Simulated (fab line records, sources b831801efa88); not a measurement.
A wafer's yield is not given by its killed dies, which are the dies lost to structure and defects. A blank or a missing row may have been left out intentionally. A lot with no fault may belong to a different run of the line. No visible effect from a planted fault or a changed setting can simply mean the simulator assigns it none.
fab line records || flow sfq-line || part 2 of 2: steps 27 to 35 of 35
record {"lots": 5, "wafers": 15, "last-day": 92}
route steps=325 shown I0@57 M1@58 I1@73 M2@88
lots that met no fault: taken from a fault-free run of the same line
start-h: hours from the record's opening day to when the first of the lot's shown wafers began || wait-h: time in hours since the lot's previous step || " identical to the entry in the row above || L1.1+2: a single row standing in for several wafers || - no value present, or no start provided || * or withheld: withheld || < > ~ a bound
route shown NAME@n: a module of which the file shows steps, and the number in the route of the first || usual: average and standard deviation across the fault-free wafers || same: alike in all rows || chamber/n: place in a boat || sites: per-site readings || _std_site: their standard deviation || _edge_site: the outer-site mean with the inner-site mean subtracted || radius-mm: for every site, how far away it sits from the centre of the wafer || mask NAME#n: copy n || behind: tool/chamber where the wafer was last shaped || hold: the reason the lot was held/the length of the hold in hours/how it ended || device: the n, p or np transistor that did not switch || end of line: the tests these same wafers got at the end of their route || a step given without rows: its recipe and nothing more || killed: at the first sort, the dies lost to defects and structure; wafer yield is something else || map: a wafer's dies, marking killed ones x, the rest . and places with no die _
set.NAME: the setting the step ran with; set.NAME@STEP: the setting that earlier step ran with || model.NAME: the simulator's own value behind a step, which no gauge read
a table for each step, a row for each wafer; lots at some steps of the route
services: when a tool's chamber went out of use (start-h, in hours from the record's first day, below 0 if earlier), for how many hours, and the reason
## steps
# step SFQ_TRILAYER_I1_VIA_BARC_OPEN_VIA_ETCH_071
# recipe {"mask-material": "PR", "chemistry": "O2", "target-depth-nm": 125, "target": "BARC", "source-w": 500, "bias-w": 80, "pressure-mtorr": 30, "time-s": 41.7}
# usual {"drypump-motor-current-A": "5.7/0.53", "oes-product-au": "0.686/0.0053"}
# same {"time-s": 41.7}
{"lot.wafer": "L074.2", "tool": "rie-diel-04", "chamber": 0, "start-h": 695.42, "wait-h": 0.0, "drypump-motor-current-A": 5.7, "oes-product-au": 0.698, "rf-hours-counter-h": 27}
{"lot.wafer": "L074.4", "tool": "rie-diel-04", "chamber": 3, "start-h": 695.42, "wait-h": 0.0, "drypump-motor-current-A": 6.0, "oes-product-au": 0.681, "rf-hours-counter-h": 61}
{"lot.wafer": "L074.5", "tool": "rie-diel-04", "chamber": 3, "start-h": 695.42, "wait-h": 0.0, "drypump-motor-current-A": 6.1, "oes-product-au": 0.680, "rf-hours-counter-h": "-"}
{"lot.wafer": "L078.3", "tool": "rie-diel-04", "chamber": 1, "start-h": 724.22, "wait-h": 0.0, "drypump-motor-current-A": 5.3, "oes-product-au": 0.682, "rf-hours-counter-h": 15}
{"lot.wafer": "L078.4", "tool": "rie-diel-04", "chamber": 0, "start-h": 724.22, "wait-h": 0.0, "drypump-motor-current-A": 5.7, "oes-product-au": 0.685, "rf-hours-counter-h": "-"}
{"lot.wafer": "L078.6", "tool": "rie-diel-04", "chamber": 1, "start-h": 724.22, "wait-h": 0.0, "drypump-motor-current-A": 5.3, "oes-product-au": 0.690, "rf-hours-counter-h": "-"}
{"lot.wafer": "L087.1", "tool": "rie-diel-01", "chamber": 3, "start-h": 787.22, "wait-h": 0.0, "drypump-motor-current-A": 5.3, "oes-product-au": 0.686, "rf-hours-counter-h": 20}
{"lot.wafer": "L087.2", "tool": "rie-diel-01", "chamber": 0, "start-h": 787.22, "wait-h": 0.0, "drypump-motor-current-A": 5.7, "oes-product-au": 0.700, "rf-hours-counter-h": 7}
{"lot.wafer": "L087.5", "tool": "rie-diel-01", "chamber": 1, "start-h": 787.22, "wait-h": 0.0, "drypump-motor-current-A": 5.5, "oes-product-au": 0.688, "rf-hours-counter-h": "-"}
{"lot.wafer": "L090.1", "tool": "rie-diel-01", "chamber": 1, "start-h": 793.22, "wait-h": 0.0, "drypump-motor-current-A": 5.5, "oes-product-au": 0.684, "rf-hours-counter-h": 8}
{"lot.wafer": "L090.2", "tool": "rie-diel-01", "chamber": 2, "start-h": 793.22, "wait-h": 0.0, "drypump-motor-current-A": 6.9, "oes-product-au": 0.682, "rf-hours-counter-h": 41}
{"lot.wafer": "L090.6", "tool": "rie-diel-01", "chamber": 0, "start-h": 793.22, "wait-h": 0.0, "drypump-motor-current-A": 5.7, "oes-product-au": 0.695, "rf-hours-counter-h": "-"}
{"lot.wafer": "L096.2", "tool": "rie-diel-03", "chamber": 2, "start-h": 802.82, "wait-h": 0.0, "drypump-motor-current-A": 5.7, "oes-product-au": 0.678, "rf-hours-counter-h": 26}
{"lot.wafer": "L096.5", "tool": "rie-diel-03", "chamber": 3, "start-h": 802.82, "wait-h": 0.0, "drypump-motor-current-A": 4.7, "oes-product-au": 0.690, "rf-hours-counter-h": "-"}
{"lot.wafer": "L096.6", "tool": "rie-diel-03", "chamber": 0, "start-h": 802.82, "wait-h": 0.0, "drypump-motor-current-A": 6.5, "oes-product-au": 0.688, "rf-hours-counter-h": "-"}
# step SFQ_TRILAYER_I1_VIA_ETCH_VIA_ETCH_052
# recipe {"target": "SiO2", "stop-on": "Nb", "mask-material": "PR", "taper-deg": 20, "chemistry": "CHF3", "target-depth-nm": 260, "source-w": 500, "bias-w": 80, "pressure-mtorr": 30, "time-s": "withheld"}
# usual {"drypump-motor-current-A": "5.7/0.53", "oes-product-au": "0.854/0.005"}
{"lot.wafer": "L074.2", "tool": "rie-diel-04", "chamber": 0, "start-h": 695.46, "wait-h": 0.0, "drypump-motor-current-A": 5.7, "oes-product-au": 0.850}
{"lot.wafer": "L074.4", "tool": "rie-diel-04", "chamber": 3, "start-h": 695.46, "wait-h": 0.0, "drypump-motor-current-A": 6.0, "oes-product-au": 0.850}
{"lot.wafer": "L074.5", "tool": "rie-diel-04", "chamber": 3, "start-h": 695.46, "wait-h": 0.0, "drypump-motor-current-A": 6.1, "oes-product-au": 0.862}
{"lot.wafer": "L078.3", "tool": "rie-diel-04", "chamber": 1, "start-h": 724.26, "wait-h": 0.0, "drypump-motor-current-A": 5.3, "oes-product-au": 0.866}
{"lot.wafer": "L078.4", "tool": "rie-diel-04", "chamber": 0, "start-h": 724.26, "wait-h": 0.0, "drypump-motor-current-A": 5.7, "oes-product-au": 0.854}
{"lot.wafer": "L078.6", "tool": "rie-diel-04", "chamber": 1, "start-h": 724.26, "wait-h": 0.0, "drypump-motor-current-A": 5.4, "oes-product-au": 0.856}
{"lot.wafer": "L087.1", "tool": "rie-diel-01", "chamber": 3, "start-h": 787.26, "wait-h": 0.0, "drypump-motor-current-A": 5.3, "oes-product-au": 0.862}
{"lot.wafer": "L087.2", "tool": "rie-diel-01", "chamber": 0, "start-h": 787.26, "wait-h": 0.0, "drypump-motor-current-A": 5.7, "oes-product-au": 0.848}
{"lot.wafer": "L087.5", "tool": "rie-diel-01", "chamber": 1, "start-h": 787.26, "wait-h": 0.0, "drypump-motor-current-A": 5.5, "oes-product-au": 0.843}
{"lot.wafer": "L090.1", "tool": "rie-diel-01", "chamber": 1, "start-h": 793.26, "wait-h": 0.0, "drypump-motor-current-A": 5.5, "oes-product-au": 0.855}
{"lot.wafer": "L090.2", "tool": "rie-diel-01", "chamber": 2, "start-h": 793.26, "wait-h": 0.0, "drypump-motor-current-A": 6.8, "oes-product-au": 0.860}
{"lot.wafer": "L090.6", "tool": "rie-diel-01", "chamber": 0, "start-h": 793.26, "wait-h": 0.0, "drypump-motor-current-A": 5.6, "oes-product-au": 0.856}
{"lot.wafer": "L096.2", "tool": "rie-diel-03", "chamber": 2, "start-h": 802.86, "wait-h": 0.0, "drypump-motor-current-A": 5.8, "oes-product-au": 0.846}
{"lot.wafer": "L096.5", "tool": "rie-diel-03", "chamber": 3, "start-h": 802.86, "wait-h": 0.0, "drypump-motor-current-A": 4.7, "oes-product-au": 0.850}
{"lot.wafer": "L096.6", "tool": "rie-diel-03", "chamber": 0, "start-h": 802.86, "wait-h": 0.0, "drypump-motor-current-A": 6.5, "oes-product-au": 0.853}
# step SFQ_TRILAYER_I1_VIA_STRIP_STRIP_053
# recipe {"gas": "O2", "power-w": 200, "platen-temp-c": 40, "overash-fraction": 0.65, "chemistry": "O2", "pressure-mtorr": 50}
# usual {"drypump-motor-current-A": "6.0/0.48", "oes-product-au": "1.001/0.0094"}
{"lot.wafer": "L074.2", "tool": "rie-metal-01", "chamber": 1, "start-h": 695.58, "wait-h": "-", "drypump-motor-current-A": 6.1, "oes-product-au": 0.984, "rf-hours-counter-h": 18}
{"lot.wafer": "L074.4", "tool": "rie-metal-01", "chamber": 1, "start-h": 695.58, "wait-h": "-", "drypump-motor-current-A": 6.1, "oes-product-au": 0.983, "rf-hours-counter-h": "-"}
{"lot.wafer": "L074.5", "tool": "rie-metal-01", "chamber": 0, "start-h": 695.58, "wait-h": "-", "drypump-motor-current-A": 5.9, "oes-product-au": 1.002, "rf-hours-counter-h": "-"}
{"lot.wafer": "L078.3", "tool": "rie-metal-01", "chamber": 0, "start-h": 724.78, "wait-h": "-", "drypump-motor-current-A": 5.9, "oes-product-au": 1.005, "rf-hours-counter-h": "-"}
{"lot.wafer": "L078.4", "tool": "rie-metal-01", "chamber": 0, "start-h": 724.78, "wait-h": "-", "drypump-motor-current-A": 6.0, "oes-product-au": 1.030, "rf-hours-counter-h": "-"}
{"lot.wafer": "L078.6", "tool": "rie-metal-01", "chamber": 0, "start-h": 724.78, "wait-h": "-", "drypump-motor-current-A": 6.0, "oes-product-au": 1.020, "rf-hours-counter-h": "-"}
{"lot.wafer": "L087.1", "tool": "rie-metal-04", "chamber": 0, "start-h": 787.38, "wait-h": "-", "drypump-motor-current-A": 6.4, "oes-product-au": 0.987, "rf-hours-counter-h": 112}
{"lot.wafer": "L087.2", "tool": "rie-metal-04", "chamber": 1, "start-h": 787.38, "wait-h": "-", "drypump-motor-current-A": 5.1, "oes-product-au": 1.000, "rf-hours-counter-h": 108}
{"lot.wafer": "L087.5", "tool": "rie-metal-04", "chamber": 1, "start-h": 787.38, "wait-h": "-", "drypump-motor-current-A": 5.1, "oes-product-au": 1.008, "rf-hours-counter-h": "-"}
{"lot.wafer": "L090.1", "tool": "rie-metal-04", "chamber": 1, "start-h": 793.38, "wait-h": "-", "drypump-motor-current-A": 5.1, "oes-product-au": 1.012, "rf-hours-counter-h": 109}
{"lot.wafer": "L090.2", "tool": "rie-metal-04", "chamber": 0, "start-h": 793.38, "wait-h": "-", "drypump-motor-current-A": 6.4, "oes-product-au": 0.990, "rf-hours-counter-h": 113}
{"lot.wafer": "L090.6", "tool": "rie-metal-04", "chamber": 1, "start-h": 793.38, "wait-h": "-", "drypump-motor-current-A": 5.1, "oes-product-au": 0.999, "rf-hours-counter-h": "-"}
{"lot.wafer": "L096.2", "tool": "rie-metal-01", "chamber": 1, "start-h": 802.98, "wait-h": "-", "drypump-motor-current-A": 6.1, "oes-product-au": 0.988, "rf-hours-counter-h": 32}
{"lot.wafer": "L096.5", "tool": "rie-metal-01", "chamber": 1, "start-h": 802.98, "wait-h": "-", "drypump-motor-current-A": 6.1, "oes-product-au": 0.998, "rf-hours-counter-h": "-"}
{"lot.wafer": "L096.6", "tool": "rie-metal-01", "chamber": 0, "start-h": 802.98, "wait-h": "-", "drypump-motor-current-A": 5.9, "oes-product-au": 1.011, "rf-hours-counter-h": "-"}
# step SFQ_TRILAYER_I1_VIA_STRIP_SOLV_CLEAN_054
# recipe {"chemistry": "NMP", "temp-c": 70, "time-s": 600}
# usual {"bath-heat-duty-pct": "13.0/1.4"}
# same {"time-s": 600}
{"lot.wafer": "L074.2", "tool": "wet-bench-04", "chamber": 6, "start-h": 696.18, "wait-h": 0.4, "bath-heat-duty-pct": 12.2}
{"lot.wafer": "L074.4", "tool": "wet-bench-04", "chamber": 0, "start-h": 696.18, "wait-h": 0.4, "bath-heat-duty-pct": 14.1}
{"lot.wafer": "L074.5", "tool": "wet-bench-04", "chamber": 7, "start-h": 696.18, "wait-h": 0.4, "bath-heat-duty-pct": 11.6}
{"lot.wafer": "L078.3", "tool": "wet-bench-04", "chamber": 0, "start-h": 725.58, "wait-h": 0.6, "bath-heat-duty-pct": 14.0}
{"lot.wafer": "L078.4", "tool": "wet-bench-04", "chamber": 7, "start-h": 725.58, "wait-h": 0.6, "bath-heat-duty-pct": 12.0}
{"lot.wafer": "L078.6", "tool": "wet-bench-04", "chamber": 1, "start-h": 725.58, "wait-h": 0.6, "bath-heat-duty-pct": 13.5}
{"lot.wafer": "L087.1", "tool": "wet-bench-02", "chamber": 3, "start-h": 787.98, "wait-h": 0.4, "bath-heat-duty-pct": 12.6}
{"lot.wafer": "L087.2", "tool": "wet-bench-02", "chamber": 0, "start-h": 787.98, "wait-h": 0.4, "bath-heat-duty-pct": 16.7}
{"lot.wafer": "L087.5", "tool": "wet-bench-02", "chamber": 2, "start-h": 787.98, "wait-h": 0.4, "bath-heat-duty-pct": 12.4}
{"lot.wafer": "L090.1", "tool": "wet-bench-03", "chamber": 5, "start-h": 793.98, "wait-h": 0.4, "bath-heat-duty-pct": 11.2}
{"lot.wafer": "L090.2", "tool": "wet-bench-03", "chamber": 4, "start-h": 793.98, "wait-h": 0.4, "bath-heat-duty-pct": 14.6}
{"lot.wafer": "L090.6", "tool": "wet-bench-03", "chamber": 1, "start-h": 793.98, "wait-h": 0.4, "bath-heat-duty-pct": 11.0}
{"lot.wafer": "L096.2", "tool": "wet-bench-04", "chamber": 5, "start-h": 803.58, "wait-h": 0.4, "bath-heat-duty-pct": 12.4}
{"lot.wafer": "L096.5", "tool": "wet-bench-04", "chamber": 6, "start-h": 803.58, "wait-h": 0.4, "bath-heat-duty-pct": 11.5}
{"lot.wafer": "L096.6", "tool": "wet-bench-04", "chamber": 2, "start-h": 803.58, "wait-h": 0.4, "bath-heat-duty-pct": 12.2}
# step SFQ_TRILAYER_M2_DEP_PRE_CLEAN_056
# recipe {"gas": "Ar", "time-s": 22.5, "bias-v": 250}
# same {"time-s": 22.5}
{"lot.wafer": "L074.2+4+5", "tool": "pvd-sputter-06", "chamber": "-", "start-h": 696.37, "wait-h": 0.0}
{"lot.wafer": "L078.3+4+6", "tool": "pvd-sputter-03", "chamber": "-", "start-h": 725.75, "wait-h": 0.0}
{"lot.wafer": "L087.1+2+5", "tool": "pvd-sputter-03", "chamber": "-", "start-h": 788.33, "wait-h": 0.0}
{"lot.wafer": "L090.1+2+6", "tool": "pvd-sputter-06", "chamber": "-", "start-h": 794.15, "wait-h": 0.0}
{"lot.wafer": "L096.2+5+6", "tool": "pvd-sputter-03", "chamber": "-", "start-h": 803.75, "wait-h": 0.0}
# step SFQ_TRILAYER_M2_DEP_SPUTTER_055
# recipe {"material": "Nb", "base-pressure-pa": 1.33e-06, "chamber-pressure-pa": 0.1333, "substrate-temp-c": 20, "resputter-cathode-voltage-v": 400, "target-thk-nm": 200, "power-w": 2000, "time-s": 133.3}
# usual {"base-pressure-pa": "1.32e-06/1.1e-07", "throttle-valve-pct": "29.6/0.57"}
# same {"time-s": 133.3}
{"lot.wafer": "L074.2", "tool": "pvd-sputter-06", "chamber": "-", "start-h": 696.40, "wait-h": 0.0, "base-pressure-pa": 1.25e-06, "throttle-valve-pct": 29.5}
{"lot.wafer": "L074.4", "tool": "pvd-sputter-06", "chamber": "-", "start-h": 696.40, "wait-h": 0.0, "base-pressure-pa": 1.24e-06, "throttle-valve-pct": 28.4}
{"lot.wafer": "L074.5", "tool": "pvd-sputter-06", "chamber": "-", "start-h": 696.40, "wait-h": 0.0, "base-pressure-pa": 1.28e-06, "throttle-valve-pct": 29.7}
{"lot.wafer": "L078.3", "tool": "pvd-sputter-03", "chamber": "-", "start-h": 725.78, "wait-h": 0.0, "base-pressure-pa": 1.18e-06, "throttle-valve-pct": 30.6}
{"lot.wafer": "L078.4", "tool": "pvd-sputter-03", "chamber": "-", "start-h": 725.78, "wait-h": 0.0, "base-pressure-pa": 1.38e-06, "throttle-valve-pct": 29.7}
{"lot.wafer": "L078.6", "tool": "pvd-sputter-03", "chamber": "-", "start-h": 725.78, "wait-h": 0.0, "base-pressure-pa": 1.34e-06, "throttle-valve-pct": 29.0}
{"lot.wafer": "L087.1", "tool": "pvd-sputter-03", "chamber": "-", "start-h": 788.35, "wait-h": 0.0, "base-pressure-pa": 1.53e-06, "throttle-valve-pct": 30.4}
{"lot.wafer": "L087.2", "tool": "pvd-sputter-03", "chamber": "-", "start-h": 788.35, "wait-h": 0.0, "base-pressure-pa": 1.42e-06, "throttle-valve-pct": 28.9}
{"lot.wafer": "L087.5", "tool": "pvd-sputter-03", "chamber": "-", "start-h": 788.35, "wait-h": 0.0, "base-pressure-pa": 1.31e-06, "throttle-valve-pct": 29.6}
{"lot.wafer": "L090.1", "tool": "pvd-sputter-06", "chamber": "-", "start-h": 794.18, "wait-h": 0.0, "base-pressure-pa": 1.43e-06, "throttle-valve-pct": 28.4}
{"lot.wafer": "L090.2", "tool": "pvd-sputter-06", "chamber": "-", "start-h": 794.18, "wait-h": 0.0, "base-pressure-pa": 1.31e-06, "throttle-valve-pct": 29.9}
{"lot.wafer": "L090.6", "tool": "pvd-sputter-06", "chamber": "-", "start-h": 794.18, "wait-h": 0.0, "base-pressure-pa": 1.19e-06, "throttle-valve-pct": 28.9}
{"lot.wafer": "L096.2", "tool": "pvd-sputter-03", "chamber": "-", "start-h": 803.78, "wait-h": 0.0, "base-pressure-pa": 1.31e-06, "throttle-valve-pct": 29.7}
{"lot.wafer": "L096.5", "tool": "pvd-sputter-03", "chamber": "-", "start-h": 803.78, "wait-h": 0.0, "base-pressure-pa": 1.18e-06, "throttle-valve-pct": 30.4}
{"lot.wafer": "L096.6", "tool": "pvd-sputter-03", "chamber": "-", "start-h": 803.78, "wait-h": 0.0, "base-pressure-pa": 1.35e-06, "throttle-valve-pct": 29.1}
# step SFQ_M2_RS_MEAS_914
# recipe {"thk-meas-gauge": "four-point-probe", "reads": "Nb_of_TRILAYER_M2_DEP_SPUTTER_055"}
# usual {"M2_NB_RS": "0.889/0.012"}
{"lot.wafer": "L074.2", "tool": "film-metro-01", "chamber": "-", "start-h": 696.51, "wait-h": 0.1, "M2_NB_RS[ohm/sq]": 0.898}
{"lot.wafer": "L074.4", "tool": "film-metro-01", "chamber": "-", "start-h": 696.51, "wait-h": 0.1, "M2_NB_RS[ohm/sq]": 0.905}
{"lot.wafer": "L074.5", "tool": "film-metro-01", "chamber": "-", "start-h": 696.51, "wait-h": 0.1, "M2_NB_RS[ohm/sq]": 0.899}
{"lot.wafer": "L078.3", "tool": "film-metro-01", "chamber": "-", "start-h": 725.91, "wait-h": 0.1, "M2_NB_RS[ohm/sq]": 0.880}
{"lot.wafer": "L078.4", "tool": "film-metro-01", "chamber": "-", "start-h": 725.91, "wait-h": 0.1, "M2_NB_RS[ohm/sq]": 0.886}
{"lot.wafer": "L078.6", "tool": "film-metro-01", "chamber": "-", "start-h": 725.91, "wait-h": 0.1, "M2_NB_RS[ohm/sq]": 0.877}
{"lot.wafer": "L087.1", "tool": "film-metro-03", "chamber": "-", "start-h": 788.45, "wait-h": 0.0, "M2_NB_RS[ohm/sq]": 0.878}
{"lot.wafer": "L087.2", "tool": "film-metro-03", "chamber": "-", "start-h": 788.45, "wait-h": 0.0, "M2_NB_RS[ohm/sq]": 0.876}
{"lot.wafer": "L087.5", "tool": "film-metro-03", "chamber": "-", "start-h": 788.45, "wait-h": 0.0, "M2_NB_RS[ohm/sq]": 0.890}
{"lot.wafer": "L090.1", "tool": "film-metro-01", "chamber": "-", "start-h": 794.27, "wait-h": 0.0, "M2_NB_RS[ohm/sq]": 0.919}
{"lot.wafer": "L090.2", "tool": "film-metro-01", "chamber": "-", "start-h": 794.27, "wait-h": 0.0, "M2_NB_RS[ohm/sq]": 0.904}
{"lot.wafer": "L090.6", "tool": "film-metro-01", "chamber": "-", "start-h": 794.27, "wait-h": 0.0, "M2_NB_RS[ohm/sq]": 0.917}
{"lot.wafer": "L096.2", "tool": "film-metro-02", "chamber": "-", "start-h": 803.89, "wait-h": 0.1, "M2_NB_RS[ohm/sq]": 0.902}
{"lot.wafer": "L096.5", "tool": "film-metro-02", "chamber": "-", "start-h": 803.89, "wait-h": 0.1, "M2_NB_RS[ohm/sq]": 0.892}
{"lot.wafer": "L096.6", "tool": "film-metro-02", "chamber": "-", "start-h": 803.89, "wait-h": 0.1, "M2_NB_RS[ohm/sq]": 0.892}
# step SFQ_TRILAYER_M2_LITHO_COAT_062
# recipe {"resist": "BARC", "spin-rpm": 3000, "resist-thk-nm": 62}
# usual {"dispense-pressure-kPa": "52.5/2.6"}
{"lot.wafer": "L074.2", "tool": "litho-track-02", "chamber": 0, "start-h": 696.72, "wait-h": 0.1, "dispense-pressure-kPa": 48.8}
{"lot.wafer": "L074.4", "tool": "litho-track-02", "chamber": 0, "start-h": 696.72, "wait-h": 0.1, "dispense-pressure-kPa": 48.8}
{"lot.wafer": "L074.5", "tool": "litho-track-02", "chamber": 0, "start-h": 696.72, "wait-h": 0.1, "dispense-pressure-kPa": 48.8}
{"lot.wafer": "L078.3", "tool": "litho-track-01", "chamber": 0, "start-h": 726.15, "wait-h": 0.1, "dispense-pressure-kPa": 54.1}
{"lot.wafer": "L078.4", "tool": "litho-track-01", "chamber": 0, "start-h": 726.15, "wait-h": 0.1, "dispense-pressure-kPa": 54.0}
{"lot.wafer": "L078.6", "tool": "litho-track-01", "chamber": 0, "start-h": 726.15, "wait-h": 0.1, "dispense-pressure-kPa": 54.0}
{"lot.wafer": "L087.1", "tool": "litho-track-03", "chamber": 0, "start-h": 788.63, "wait-h": 0.1, "dispense-pressure-kPa": 54.6}
{"lot.wafer": "L087.2", "tool": "litho-track-03", "chamber": 0, "start-h": 788.63, "wait-h": 0.1, "dispense-pressure-kPa": 54.6}
{"lot.wafer": "L087.5", "tool": "litho-track-03", "chamber": 0, "start-h": 788.63, "wait-h": 0.1, "dispense-pressure-kPa": 54.6}
{"lot.wafer": "L090.1", "tool": "litho-track-03", "chamber": 0, "start-h": 794.45, "wait-h": 0.1, "dispense-pressure-kPa": 54.6}
{"lot.wafer": "L090.2", "tool": "litho-track-03", "chamber": 0, "start-h": 794.45, "wait-h": 0.1, "dispense-pressure-kPa": 54.6}
{"lot.wafer": "L090.6", "tool": "litho-track-03", "chamber": 0, "start-h": 794.45, "wait-h": 0.1, "dispense-pressure-kPa": 54.6}
{"lot.wafer": "L096.2", "tool": "litho-track-03", "chamber": 0, "start-h": 804.10, "wait-h": 0.1, "dispense-pressure-kPa": 54.6}
{"lot.wafer": "L096.5", "tool": "litho-track-03", "chamber": 0, "start-h": 804.10, "wait-h": 0.1, "dispense-pressure-kPa": 54.6}
{"lot.wafer": "L096.6", "tool": "litho-track-03", "chamber": 0, "start-h": 804.10, "wait-h": 0.1, "dispense-pressure-kPa": 54.6}
# step SFQ_TRILAYER_M2_LITHO_COAT_057
# recipe {"resist": "KrF", "spin-rpm": 3000, "resist-thk-nm": 600}
# usual {"dispense-pressure-kPa": "52.5/2.6"}
{"lot.wafer": "L074.2", "tool": "litho-track-02", "chamber": 0, "start-h": 697.02, "wait-h": 0.2, "dispense-pressure-kPa": 48.8}
{"lot.wafer": "L074.4", "tool": "litho-track-02", "chamber": 0, "start-h": 697.02, "wait-h": 0.2, "dispense-pressure-kPa": 48.8}
{"lot.wafer": "L074.5", "tool": "litho-track-02", "chamber": 0, "start-h": 697.02, "wait-h": 0.2, "dispense-pressure-kPa": 48.8}
{"lot.wafer": "L078.3", "tool": "litho-track-01", "chamber": 0, "start-h": 726.45, "wait-h": 0.2, "dispense-pressure-kPa": 54.0}
{"lot.wafer": "L078.4", "tool": "litho-track-01", "chamber": 0, "start-h": 726.45, "wait-h": 0.2, "dispense-pressure-kPa": 54.0}
{"lot.wafer": "L078.6", "tool": "litho-track-01", "chamber": 0, "start-h": 726.45, "wait-h": 0.2, "dispense-pressure-kPa": 54.0}
{"lot.wafer": "L087.1", "tool": "litho-track-03", "chamber": 0, "start-h": 788.93, "wait-h": 0.2, "dispense-pressure-kPa": 54.6}
{"lot.wafer": "L087.2", "tool": "litho-track-03", "chamber": 0, "start-h": 788.93, "wait-h": 0.2, "dispense-pressure-kPa": 54.6}
{"lot.wafer": "L087.5", "tool": "litho-track-03", "chamber": 0, "start-h": 788.93, "wait-h": 0.2, "dispense-pressure-kPa": 54.6}
{"lot.wafer": "L090.1", "tool": "litho-track-03", "chamber": 0, "start-h": 794.75, "wait-h": 0.2, "dispense-pressure-kPa": 54.6}
{"lot.wafer": "L090.2", "tool": "litho-track-03", "chamber": 0, "start-h": 794.75, "wait-h": 0.2, "dispense-pressure-kPa": 54.6}
{"lot.wafer": "L090.6", "tool": "litho-track-03", "chamber": 0, "start-h": 794.75, "wait-h": 0.2, "dispense-pressure-kPa": 54.6}
{"lot.wafer": "L096.2", "tool": "litho-track-03", "chamber": 0, "start-h": 804.40, "wait-h": 0.2, "dispense-pressure-kPa": 54.5}
{"lot.wafer": "L096.5", "tool": "litho-track-03", "chamber": 0, "start-h": 804.40, "wait-h": 0.2, "dispense-pressure-kPa": 54.6}
{"lot.wafer": "L096.6", "tool": "litho-track-03", "chamber": 0, "start-h": 804.40, "wait-h": 0.2, "dispense-pressure-kPa": 54.6}
## services
{"tool": "krf-scanner-01", "chamber": "-", "start-h": 356.11, "hours": 1.0, "kind": "repair"}
{"tool": "krf-scanner-01", "chamber": "-", "start-h": 356.38, "hours": 2.6, "kind": "repair"}
{"tool": "krf-scanner-01", "chamber": "-", "start-h": 373.43, "hours": 1.3, "kind": "pm"}
{"tool": "krf-scanner-01", "chamber": "-", "start-h": 379.04, "hours": 3.3, "kind": "repair"}
{"tool": "krf-scanner-02", "chamber": "-", "start-h": 392.96, "hours": 1.3, "kind": "pm"}
{"tool": "krf-scanner-01", "chamber": "-", "start-h": 405.08, "hours": 1.0, "kind": "pm"}
{"tool": "krf-scanner-01", "chamber": "-", "start-h": 415.06, "hours": 6.2, "kind": "repair"}
{"tool": "krf-scanner-02", "chamber": "-", "start-h": 435.21, "hours": 1.0, "kind": "pm"}
{"tool": "krf-scanner-01", "chamber": "-", "start-h": 443.73, "hours": 0.8, "kind": "pm"}
{"tool": "krf-scanner-02", "chamber": "-", "start-h": 465.44, "hours": 6.1, "kind": "repair"}
{"tool": "rie-metal-02", "chamber": 0, "start-h": 472.82, "hours": 1.9, "kind": "repair"}
{"tool": "rie-metal-04", "chamber": "-", "start-h": 494.69, "hours": 0.6, "kind": "repair"}
{"tool": "pvd-sputter-03", "chamber": "-", "start-h": 498.84, "hours": 2.9, "kind": "repair"}
{"tool": "rie-metal-03", "chamber": "-", "start-h": 503.96, "hours": 1.4, "kind": "pm"}
{"tool": "krf-scanner-02", "chamber": "-", "start-h": 518.83, "hours": 0.8, "kind": "pm"}
{"tool": "krf-scanner-02", "chamber": "-", "start-h": 521.17, "hours": 4.9, "kind": "repair"}
{"tool": "rie-metal-02", "chamber": 1, "start-h": 523.75, "hours": 10.2, "kind": "repair"}
{"tool": "wet-bench-04", "chamber": "-", "start-h": 541.85, "hours": 3.9, "kind": "repair"}
{"tool": "rie-metal-02", "chamber": 0, "start-h": 567.94, "hours": 16.1, "kind": "repair"}
{"tool": "rie-metal-02", "chamber": "-", "start-h": 578.56, "hours": 2.8, "kind": "pm"}
{"tool": "rie-metal-03", "chamber": 1, "start-h": 620.79, "hours": 26.3, "kind": "repair"}
{"tool": "rie-metal-02", "chamber": 1, "start-h": 625.76, "hours": 4.1, "kind": "repair"}
{"tool": "pvd-sputter-03", "chamber": "-", "start-h": 682.04, "hours": 2.6, "kind": "repair"}
{"tool": "pvd-sputter-03", "chamber": "-", "start-h": 789.10, "hours": 1.3, "kind": "repair"}
